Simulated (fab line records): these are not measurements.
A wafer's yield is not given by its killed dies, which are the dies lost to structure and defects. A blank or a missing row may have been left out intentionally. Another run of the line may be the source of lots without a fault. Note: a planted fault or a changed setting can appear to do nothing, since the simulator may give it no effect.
fab line records | flow gf180mcu
[record] lots = 7 | wafers = 21 | last_day = 34
route steps=602 shown V1@346
lots that met no fault: from a run of the same line without faults
start_h: hours from the record's first day to the start of the lot's first wafer shown | wait_h: how many hours have passed since the lot's step before this one | " repeats the value in the row above | L1.1+2: several wafers, shown together as one row | - no value, or no start was given | * or withheld: withheld | < > ~ a bound
route shown NAME@n: NAME is a module with steps in the file, n the number in the route of the first one | usual: mean and standard deviation over wafers with no fault | same: alike in all rows | chamber/n: place in a boat | sites: each site's reading | _std_site: the standard deviation of these | _edge_site: outer sites' mean less inner sites' | radius_mm: for every site, how far away it sits from the centre of the wafer | mask NAME#n: copy n | behind: tool/chamber where the wafer was last shaped | hold: reason for holding the lot/hours on hold/outcome of the hold | device: the transistor (n, p or np) that didn't switch | end of line: the tests these same wafers got at the end of their route | a step without rows: its recipe alone | killed: count of dies lost to structure and defects at first sort (not the wafer's yield) | map: a wafer's dies, x killed, . not, _ none there
set.NAME: the setting that was run; set.NAME@STEP: the one run at that earlier step | model.NAME: the simulator's own value behind a step, which no gauge read
a table for each step, a row for each wafer; lots at some steps of the route
services: when a tool's chamber went out of use (start_h, in hours from the record's first day, below 0 if earlier), for how many hours, and the reason
[[steps]]
[step GF_V1_EXPOSE_11]
[recipe] mask_id = Via1 | target_cd_nm = 260 | na = 0.68 | source_shape = conventional | sigma_outer = 0.6 | dose_mj = 38
[step GF_V1_PEB_12]
[recipe] peb_temp_c = 135 | peb_time_s = 90 | resist = KrF
[step GF_V1_DEVELOP_13]
[recipe] develop_time_s = 60 | resist = KrF | dev_temp_c = 21
[step GF_V1_CD_MEAS_14]
[recipe] target_cd_nm = 260
[usual] cd_nm = 260.1/1.2
lot.wafer | tool      | chamber | start_h | wait_h | cd_nm
L778.1    | cd_sem-01 | -       | 462.46  | 0.1    | 260.7
L778.2    | "         | -       | "       | "      | 260.5
L778.4    | "         | -       | "       | "      | 261.1
L787.1    | cd_sem-01 | -       | 538.03  | 0.1    | 259.8
L787.3    | "         | -       | "       | "      | 259.2
L787.4    | "         | -       | "       | "      | 258.6
L788.2    | cd_sem-01 | -       | 543.39  | 0.2    | 259.6
L788.3    | "         | -       | "       | "      | 259.9
L788.6    | "         | -       | "       | "      | 259.0
L789.3    | cd_sem-01 | -       | 557.80  | 0.1    | 260.1
L789.4    | "         | -       | "       | "      | 262.0
L789.5    | "         | -       | "       | "      | 262.6
L790.1    | cd_sem-01 | -       | 560.91  | 0.1    | 260.5
L790.2    | "         | -       | "       | "      | 261.2
L790.5    | "         | -       | "       | "      | 261.3
L795.2    | cd_sem-02 | -       | 591.48  | 0.1    | 260.9
L795.5    | "         | -       | "       | "      | 262.2
L795.6    | "         | -       | "       | "      | 260.9
L796.1    | cd_sem-01 | -       | 596.61  | 0.1    | 261.2
L796.2    | "         | -       | "       | "      | 259.4
L796.4    | "         | -       | "       | "      | 261.0
[step GF_V1_OVL_MEAS_15]
[usual] V1_OVL = -3/5.4
lot.wafer | tool       | chamber | start_h | wait_h | V1_OVL[nm]
L778.1    | overlay-02 | -       | 462.58  | 0.1    | -7
L778.2    | "          | -       | "       | "      | -7
L778.4    | "          | -       | "       | "      | -6
L787.1    | overlay-02 | -       | 538.15  | 0.1    | -1
L787.3    | "          | -       | "       | "      | -3
L787.4    | "          | -       | "       | "      | -1
L788.2    | overlay-01 | -       | 543.50  | 0.1    | 13
L788.3    | "          | -       | "       | "      | 5
L788.6    | "          | -       | "       | "      | 3
L789.3    | overlay-01 | -       | 557.89  | 0.1    | -10
L789.4    | "          | -       | "       | "      | -7
L789.5    | "          | -       | "       | "      | -6
L790.1    | overlay-02 | -       | 561.03  | 0.1    | 10
L790.2    | "          | -       | "       | "      | 3
L790.5    | "          | -       | "       | "      | 6
L795.2    | overlay-01 | -       | 591.58  | 0.1    | 8
L795.5    | "          | -       | "       | "      | 0
L795.6    | "          | -       | "       | "      | -2
L796.1    | overlay-01 | -       | 596.73  | 0.1    | -2
L796.2    | "          | -       | "       | "      | -9
L796.4    | "          | -       | "       | "      | -4
[step GF_V1_ETCH_16]
[recipe] chemistry = N2/H2 | target_depth_a = withheld | overetch_a = withheld | time_s = withheld | target = BARC | ion_energy_ev = 200 | source_w = 500 | bias_w = 100 | pressure_mtorr = 30 | n2_flow_sccm = 100 | h2_flow_sccm = 200
[usual] drypump_motor_current_A = 5.7/0.41 | oes_product_au = 0.855/0.0049 | throttle_valve_pct = 13.226/0.009
lot.wafer | tool        | chamber | start_h | wait_h | drypump_motor_current_A | oes_product_au | throttle_valve_pct
L778.1    | rie_diel-03 | 0       | 462.62  | 0.0    | 5.6                     | 0.852          | 13.217
L778.2    | "           | 3       | "       | "      | 5.4                     | 0.858          | 13.221
L778.4    | "           | 3       | "       | "      | 5.4                     | 0.853          | 13.217
L787.1    | rie_diel-02 | 2       | 538.19  | 0.0    | 5.6                     | 0.866          | 13.218
L787.3    | "           | 1       | "       | "      | 5.3                     | 0.857          | 13.227
L787.4    | "           | 0       | "       | "      | 6.5                     | 0.854          | 13.215
L788.2    | rie_diel-04 | 0       | 543.53  | 0.0    | 5.5                     | 0.847          | 13.215
L788.3    | "           | 1       | "       | "      | 5.8                     | 0.846          | 13.228
L788.6    | "           | 0       | "       | "      | 5.5                     | 0.849          | 13.222
L789.3    | rie_diel-04 | 3       | 557.91  | 0.0    | 5.9                     | 0.858          | 13.227
L789.4    | "           | 1       | "       | "      | 5.8                     | 0.856          | 13.239
L789.5    | "           | 3       | "       | "      | 5.9                     | 0.857          | 13.224
L790.1    | rie_diel-02 | 2       | 561.06  | 0.0    | 5.6                     | 0.856          | 13.220
L790.2    | "           | 1       | "       | "      | 5.3                     | 0.860          | 13.220
L790.5    | "           | 0       | "       | "      | 6.5                     | 0.858          | 13.219
L795.2    | rie_diel-02 | 0       | 591.61  | 0.0    | 6.5                     | 0.863          | 13.248
L795.5    | "           | 1       | "       | "      | 5.3                     | 0.853          | 13.232
L795.6    | "           | 2       | "       | "      | 5.6                     | 0.853          | 13.206
L796.1    | rie_diel-03 | 2       | 596.77  | 0.0    | 5.2                     | 0.856          | 13.218
L796.2    | "           | 0       | "       | "      | 5.6                     | 0.853          | 13.214
L796.4    | "           | 0       | "       | "      | 5.7                     | 0.860          | 13.213
[step GF_V1_ETCH_17]
[recipe] chemistry = C4F8/O2/Ar | mask_material = KrF | target = SiO2 | stop_on = TiN | source_w = 1500 | bias_w = 1200 | pressure_mtorr = 40 | c4f8_flow_sccm = withheld | O2_flow_sccm = 6 | Ar_flow_sccm = 300 | time_s = withheld | target_depth_a = 6300
[usual] oes_product_au = 0.855/0.0043
lot.wafer | tool        | chamber | start_h | wait_h | oes_product_au
L778.1    | rie_diel-03 | 0       | -       | -      | 0.864
L778.2    | "           | 3       | "       | "      | 0.855
L778.4    | "           | 3       | "       | "      | 0.860
L787.1    | rie_diel-02 | 2       | -       | -      | 0.850
L787.3    | "           | 1       | "       | "      | 0.853
L787.4    | "           | 0       | "       | "      | 0.853
L788.2    | rie_diel-04 | 0       | -       | -      | 0.847
L788.3    | "           | 1       | "       | "      | 0.855
L788.6    | "           | 0       | "       | "      | 0.858
L789.3    | rie_diel-04 | 3       | -       | -      | 0.855
L789.4    | "           | 1       | "       | "      | 0.858
L789.5    | "           | 3       | "       | "      | 0.854
L790.1    | rie_diel-02 | 2       | -       | -      | 0.853
L790.2    | "           | 1       | "       | "      | 0.849
L790.5    | "           | 0       | "       | "      | 0.862
L795.2    | rie_diel-02 | 0       | -       | -      | 0.861
L795.5    | "           | 1       | "       | "      | 0.855
L795.6    | "           | 2       | "       | "      | 0.858
L796.1    | rie_diel-03 | 2       | -       | -      | 0.846
L796.2    | "           | 0       | "       | "      | 0.856
L796.4    | "           | 0       | "       | "      | 0.852
[step GF_V1_STRIP_18]
[recipe] chemistry = O2/N2 | power_w = 1400 | pressure_mtorr = 1500 | platen_temp_c = 250 | o2_flow_sccm = 3000 | n2_flow_sccm = 300 | overash_fraction = 0.5
[usual] drypump_motor_current_A = 5.7/0.52 | heater_power_w = 306/19 | oes_product_au = 0.593/0.0052
lot.wafer | tool            | chamber | start_h | wait_h | drypump_motor_current_A | heater_power_w | oes_product_au | rf_hours_counter_h
L778.1    | plasma_asher-04 | 1       | 462.75  | -      | 5.2                     | 279            | 0.593          | 79
L778.2    | "               | 0       | "       | "      | 5.9                     | 281            | 0.595          | 79
L778.4    | "               | 0       | "       | "      | 5.9                     | 288            | 0.601          | -
L787.1    | plasma_asher-04 | 0       | 538.32  | -      | 5.9                     | 282            | 0.598          | 86
L787.3    | "               | 1       | "       | "      | 5.2                     | 276            | 0.597          | -
L787.4    | "               | 0       | "       | "      | 5.9                     | 283            | 0.595          | -
L788.2    | plasma_asher-02 | 0       | 543.66  | -      | 5.4                     | 297            | 0.585          | 45
L788.3    | "               | 0       | "       | "      | 5.5                     | 309            | 0.591          | -
L788.6    | "               | 0       | "       | "      | 5.4                     | 307            | 0.593          | -
L789.3    | plasma_asher-04 | 0       | 558.08  | -      | 5.9                     | 278            | 0.591          | -
L789.4    | "               | 1       | "       | "      | 5.2                     | 273            | 0.591          | -
L789.5    | "               | 0       | "       | "      | 5.9                     | 281            | 0.589          | -
L790.1    | plasma_asher-01 | 1       | 561.19  | -      | 5.1                     | 322            | 0.592          | 79
L790.2    | "               | 0       | "       | "      | 6.6                     | 332            | 0.601          | 79
L790.5    | "               | 1       | "       | "      | 5.1                     | 336            | 0.595          | -
L795.2    | plasma_asher-01 | 1       | 591.74  | -      | 5.1                     | 335            | 0.602          | 82
L795.5    | "               | 1       | "       | "      | 5.1                     | 327            | 0.594          | -
L795.6    | "               | 0       | "       | "      | 6.6                     | 321            | 0.583          | -
L796.1    | plasma_asher-01 | 0       | 596.89  | -      | 6.6                     | 334            | 0.580          | 83
L796.2    | "               | 1       | "       | "      | 5.1                     | 333            | 0.593          | 83
L796.4    | "               | 1       | "       | "      | 5.1                     | 328            | 0.592          | -
[step GF_V1_STRIP_19]
[recipe] chemistry = post_etch_residue_remover | time_s = 1200 | temp_c = 72.5
[step GF_V1_CLEAN_20]
[recipe] chemistry = DIW | dry = n2_spin
[step GF_V1_SPUTTER_21]
[recipe] material = Ti | target_thk_nm = 15 | chamber_pressure_pa = 5 | power_w = 2500 | substrate_temp_c = 200 | time_s = 80.02
[usual] cathode_dc_power_W = 2500.0/0.43 | substrate_temp_c = 200.00/0.18 | throttle_valve_pct = 29.6/1
[same] time_s = 80.02
lot.wafer | tool           | chamber | start_h | wait_h | cathode_dc_power_W | substrate_temp_c | throttle_valve_pct
L778.1    | pvd_sputter-04 | -       | 463.30  | 0.0    | 2499.4             | 199.87           | 31.5
L778.2    | "              | -       | "       | "      | 2499.3             | 199.86           | 29.3
L778.4    | "              | -       | "       | "      | 2499.9             | 199.98           | 28.9
L787.1    | pvd_sputter-01 | -       | 539.12  | 0.0    | 2499.7             | 200.24           | 30.1
L787.3    | "              | -       | "       | "      | 2500.0             | 199.94           | 31.4
L787.4    | "              | -       | "       | "      | 2500.2             | 199.95           | 30.5
L788.2    | pvd_sputter-03 | -       | 545.41  | 0.0    | 2499.8             | 199.78           | 28.9
L788.3    | "              | -       | "       | "      | 2499.6             | 199.51           | 29.7
L788.6    | "              | -       | "       | "      | 2500.7             | 200.07           | 30.0
L789.3    | pvd_sputter-03 | -       | 558.58  | 0.0    | 2499.7             | 200.23           | 30.0
L789.4    | "              | -       | "       | "      | 2500.5             | 200.19           | 29.0
L789.5    | "              | -       | "       | "      | 2499.8             | 199.90           | 29.0
L790.1    | pvd_sputter-03 | -       | 561.73  | 0.0    | 2501.0             | 199.98           | 28.9
L790.2    | "              | -       | "       | "      | 2500.2             | 200.31           | 27.7
L790.5    | "              | -       | "       | "      | 2499.7             | 200.24           | 29.3
L795.2    | pvd_sputter-03 | -       | 592.32  | 0.0    | 2500.1             | 200.32           | 28.9
L795.5    | "              | -       | "       | "      | 2499.3             | 200.22           | 30.1
L795.6    | "              | -       | "       | "      | 2500.0             | 199.78           | 30.1
L796.1    | pvd_sputter-03 | -       | 597.47  | 0.0    | 2500.2             | 199.99           | 28.0
L796.2    | "              | -       | "       | "      | 2500.3             | 200.06           | 30.1
L796.4    | "              | -       | "       | "      | 2499.8             | 200.11           | 29.9
[step GF_V1_SPUTTER_22]
[recipe] material = TiN | target_thk_nm = 10 | chamber_pressure_pa = 5 | power_w = 4000 | time_s = 40
[usual] cathode_dc_power_W = 4000.0/0.7 | throttle_valve_pct = 29.7/1
[same] time_s = 40
lot.wafer | tool           | chamber | start_h | wait_h | cathode_dc_power_W | throttle_valve_pct
L778.1    | pvd_sputter-04 | -       | 463.36  | 0.0    | 4000.7             | 31.5
L778.2    | "              | -       | "       | "      | 4000.2             | 29.5
L778.4    | "              | -       | "       | "      | 4000.6             | 28.5
L787.1    | pvd_sputter-01 | -       | 539.19  | 0.0    | 4000.9             | 30.2
L787.3    | "              | -       | "       | "      | 4000.6             | 31.4
L787.4    | "              | -       | "       | "      | 4000.5             | 30.5
L788.2    | pvd_sputter-03 | -       | 545.47  | 0.0    | 4001.4             | 28.9
L788.3    | "              | -       | "       | "      | 3999.2             | 30.1
L788.6    | "              | -       | "       | "      | 4000.3             | 30.2
L789.3    | pvd_sputter-03 | -       | 558.64  | 0.0    | 3999.8             | 30.2
L789.4    | "              | -       | "       | "      | 4000.4             | 29.0
L789.5    | "              | -       | "       | "      | 4000.5             | 29.1
L790.1    | pvd_sputter-03 | -       | 561.79  | 0.0    | 4000.1             | 29.1
L790.2    | "              | -       | "       | "      | 4000.8             | 28.1
L790.5    | "              | -       | "       | "      | 3999.7             | 28.9
L795.2    | pvd_sputter-03 | -       | 592.39  | 0.0    | 4000.8             | 29.2
L795.5    | "              | -       | "       | "      | 3998.8             | 30.0
L795.6    | "              | -       | "       | "      | 4000.5             | 30.2
L796.1    | pvd_sputter-03 | -       | 597.53  | 0.0    | 3999.8             | 27.9
L796.2    | "              | -       | "       | "      | 3998.7             | 30.5
L796.4    | "              | -       | "       | "      | 4000.1             | 30.0
[step GF_V1_CVD_23]
[recipe] material = W | target_thk_nm = 350 | time_s = 105.05 | temp_c = 400 | pressure_torr = 40
[usual] chamber_pressure_Torr = 40.00/0.1 | heater_power_outer_w = 557/40 | heater_power_w = 887/62 | time_s = 105.05/0
lot.wafer | tool     | chamber | start_h | wait_h | chamber_pressure_Torr | heater_power_outer_w | heater_power_w | since_wet_clean_h | time_s
L778.1    | cvd_w-01 | 0       | 463.40  | 0.0    | 40.17                 | 592                  | 962            | 59                | 105.05
L778.2    | "        | 1       | "       | "      | 40.00                 | 513                  | 812            | 59                | 105.05
L778.4    | "        | 0       | "       | "      | 40.26                 | 595                  | 970            | -                 | 105.05
L787.1    | cvd_w-02 | 1       | 539.22  | 0.0    | -                     | -                    | -              | -                 | -
L787.3    | "        | 0       | "       | "      | -                     | -                    | -              | -                 | -
L787.4    | "        | 1       | "       | "      | -                     | -                    | -              | -                 | -
L788.2    | cvd_w-02 | 0       | 545.55  | 0.1    | -                     | -                    | -              | -                 | -
L788.3    | "        | 0       | "       | "      | -                     | -                    | -              | -                 | -
L788.6    | "        | 0       | "       | "      | -                     | -                    | -              | -                 | -
L789.3    | cvd_w-02 | 0       | 558.71  | 0.1    | -                     | -                    | -              | -                 | -
L789.4    | "        | 1       | "       | "      | -                     | -                    | -              | -                 | -
L789.5    | "        | 1       | "       | "      | -                     | -                    | -              | -                 | -
L790.1    | cvd_w-02 | 0       | 561.83  | 0.0    | 40.12                 | 536                  | 817            | 658               | 105.05
L790.2    | "        | 1       | "       | "      | 39.79                 | 618                  | 940            | 658               | 105.05
L790.5    | "        | 1       | "       | "      | 40.07                 | 599                  | 921            | -                 | 105.05
L795.2    | cvd_w-02 | 1       | 592.42  | 0.0    | 40.17                 | 604                  | 952            | 688               | 105.05
L795.5    | "        | 1       | "       | "      | 40.03                 | 595                  | 963            | -                 | 105.05
L795.6    | "        | 0       | "       | "      | 39.95                 | 534                  | 843            | -                 | 105.05
L796.1    | cvd_w-01 | 0       | 597.57  | 0.0    | 40.09                 | 595                  | 986            | 194               | 105.05
L796.2    | "        | 1       | "       | "      | 39.84                 | 514                  | 810            | 194               | 105.05
L796.4    | "        | 1       | "       | "      | 39.86                 | 501                  | 808            | -                 | 105.05
[step GF_V1_RS_MEAS_24]
[recipe] thk_meas_gauge = four-point-probe | reads = W_of_V1_CVD_23+TiN_of_V1_SPUTTER_22+Ti_of_V1_SPUTTER_21
[usual] V1_W_RS = 0.329/0.0034
lot.wafer | tool          | chamber | start_h | wait_h | V1_W_RS[ohm/sq]
L778.1    | film_metro-03 | -       | 463.51  | 0.1    | 0.334
L778.2    | "             | -       | "       | "      | 0.335
L778.4    | "             | -       | "       | "      | 0.330
L787.1    | film_metro-03 | -       | 539.34  | 0.1    | 44.237
L787.3    | "             | -       | "       | "      | 44.403
L787.4    | "             | -       | "       | "      | 43.662
L788.2    | film_metro-04 | -       | 545.75  | 0.2    | 43.402
L788.3    | "             | -       | "       | "      | 43.471
L788.6    | "             | -       | "       | "      | 43.648
L789.3    | film_metro-02 | -       | 558.83  | 0.1    | 43.650
L789.4    | "             | -       | "       | "      | 44.063
L789.5    | "             | -       | "       | "      | 43.904
L790.1    | film_metro-04 | -       | 561.94  | 0.1    | 0.326
L790.2    | "             | -       | "       | "      | 0.323
L790.5    | "             | -       | "       | "      | 0.325
L795.2    | film_metro-04 | -       | 592.56  | 0.1    | 0.325
L795.5    | "             | -       | "       | "      | 0.326
L795.6    | "             | -       | "       | "      | 0.328
L796.1    | film_metro-03 | -       | 597.68  | 0.1    | 0.332
L796.2    | "             | -       | "       | "      | 0.328
L796.4    | "             | -       | "       | "      | 0.333
[step GF_V1_THK_MEAS_25]
[recipe] thk_meas_gauge = xrf | reads = W_of_V1_CVD_23
[usual] V1_W_THK = 349/4.7
lot.wafer | tool          | chamber | start_h | wait_h | V1_W_THK[nm]
L778.1    | film_metro-03 | -       | 463.63  | 0.1    | 344
L778.2    | "             | -       | "       | "      | 340
L778.4    | "             | -       | "       | "      | 345
L787.1    | film_metro-03 | -       | 539.46  | 0.1    | <0
L787.3    | "             | -       | "       | "      | <0
L787.4    | "             | -       | "       | "      | <0
L788.2    | film_metro-04 | -       | 545.86  | 0.1    | <0
L788.3    | "             | -       | "       | "      | <0
L788.6    | "             | -       | "       | "      | -
L789.3    | film_metro-02 | -       | 558.93  | 0.1    | <0
L789.4    | "             | -       | "       | "      | <0
L789.5    | "             | -       | "       | "      | <0
L790.1    | film_metro-04 | -       | 562.06  | 0.1    | 356
L790.2    | "             | -       | "       | "      | 360
L790.5    | "             | -       | "       | "      | 359
L795.2    | film_metro-04 | -       | 592.67  | 0.1    | 358
L795.5    | "             | -       | "       | "      | 355
L795.6    | "             | -       | "       | "      | 356
L796.1    | film_metro-03 | -       | 597.80  | 0.1    | 345
L796.2    | "             | -       | "       | "      | 349
L796.4    | "             | -       | "       | "      | 343
[step GF_V1_CMP_26]
[recipe] stop_on = SiO2 | down_force_psi = 3.5 | platen_rpm = 60 | t_overpolish_s = 15 | target_thk_nm = 0 | pad_velocity_m_s = 0.94248
[usual] motor_current_A = 10.9/1.1 | time_to_endpoint_s = 85/3
lot.wafer | tool   | chamber | start_h | wait_h | motor_current_A | time_to_endpoint_s
L778.4    | cmp-02 | 3       | 463.69  | 0.0    | 10.6            | 81
L778.2    | "      | 1       | "       | "      | 13.2            | 83
L778.1    | "      | 2       | "       | "      | 11.1            | 80
L787.3    | cmp-02 | 0       | 539.52  | 0.0    | 11.2            | 1
L787.4    | "      | 1       | "       | "      | 13.0            | 0
L787.1    | "      | 2       | "       | "      | 10.7            | 3
L788.2    | cmp-01 | 3       | 545.91  | 0.0    | 10.7            | 0
L788.3    | "      | 2       | "       | "      | 9.9             | 0
L788.6    | "      | 3       | "       | "      | 10.8            | 1
L789.3    | cmp-02 | 3       | 559.09  | 0.2    | 9.9             | 1
L789.4    | "      | 0       | "       | "      | 11.2            | 3
L789.5    | "      | 1       | "       | "      | 13.6            | 1
L790.1    | cmp-02 | 2       | 562.12  | 0.1    | 10.6            | 89
L790.2    | "      | 3       | "       | "      | 10.9            | 89
L790.5    | "      | 3       | "       | "      | 10.5            | 92
L795.2    | cmp-02 | 2       | 592.72  | 0.0    | 10.2            | 85
L795.5    | "      | 2       | "       | "      | 10.5            | 86
L795.6    | "      | 3       | "       | "      | 10.6            | 81
L796.1    | cmp-02 | 1       | 597.91  | 0.1    | 12.5            | 81
L796.4    | "      | 2       | "       | "      | 10.5            | 82
L796.2    | "      | 3       | "       | "      | 9.1             | 80
[[services]]
tool            | chamber | start_h | hours | kind
rie_diel-03     | 0       | 463.64  | 1.7   | repair
pvd_sputter-01  | -       | 468.51  | 1.9   | repair
cvd_w-01        | -       | 472.01  | 0.2   | repair
rie_diel-02     | 3       | 473.26  | 7.4   | repair
pvd_sputter-04  | -       | 476.23  | 8.7   | repair
rie_diel-03     | 3       | 485.23  | 10.8  | repair
rie_diel-04     | 3       | 491.96  | 4.6   | repair
rie_diel-02     | 3       | 494.84  | 13.2  | repair
rie_diel-03     | -       | 509.55  | 2.4   | repair
cmp-02          | -       | 511.25  | 5.1   | pm
pvd_sputter-01  | -       | 512.62  | 3.6   | repair
cmp-02          | -       | 518.47  | 0.8   | repair
pvd_sputter-04  | -       | 523.45  | 3.9   | repair
pvd_sputter-04  | -       | 523.56  | 88.6  | repair
rie_diel-04     | 1       | 534.89  | 2.1   | repair
cvd_w-02        | 1       | 543.16  | 6.2   | repair
cmp-02          | -       | 543.75  | 0.3   | repair
cvd_w-02        | -       | 550.14  | 6.0   | pm
plasma_asher-04 | -       | 552.88  | 0.7   | repair
cmp-02          | -       | 553.15  | 3.6   | repair
cmp-02          | -       | 572.19  | 4.0   | pm
rie_diel-03     | 2       | 576.51  | 9.2   | repair
plasma_asher-01 | -       | 579.04  | 0.3   | repair
rie_diel-02     | 2       | 584.81  | 2.0   | repair
[[key]]
[first_sign] step = GF_V1_CVD_23 | reading = tool_record | direction = missing
[effect] step = GF_V1_RS_MEAS_24 | reading = V1_W_RS | direction = up | sigmas = 99+ | usual = 0.329 | struck = 43.827
[effect] step = GF_V1_THK_MEAS_25 | reading = V1_W_THK | direction = down | sigmas = 73 | usual = 349 | struck = <0
[effect] step = GF_V1_CMP_26 | reading = time_to_endpoint_s | direction = down | sigmas = 28 | usual = * | struck = *
met_at GF_V1_CVD_23
struck_wafers L787.1,L787.3,L787.4,L788.2,L788.3,L788.6,L789.3,L789.4,L789.5
later_rows_left_out L787.1,L787.3,L787.4,L788.2,L788.3,L788.6,L789.3,L789.4,L789.5
sort_left_out L787.1,L787.3,L787.4,L788.2,L788.3,L788.6,L789.3,L789.4,L789.5
[fault] kind = skipped_step_whole | tool = cvd_w-02 | chamber = - | onset_h = 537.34 | steps = GF_V1_CVD_23 | scope = struck_lots_only
// sort_left_out: the simulated sort isn't trusted on such a fault, so these wafers' sort isn't shown, and their yield isn't known
// later_rows_left_out: the simulator's readings of these wafers behind a module that went badly wrong aren't trusted and aren't shown, but for the sort
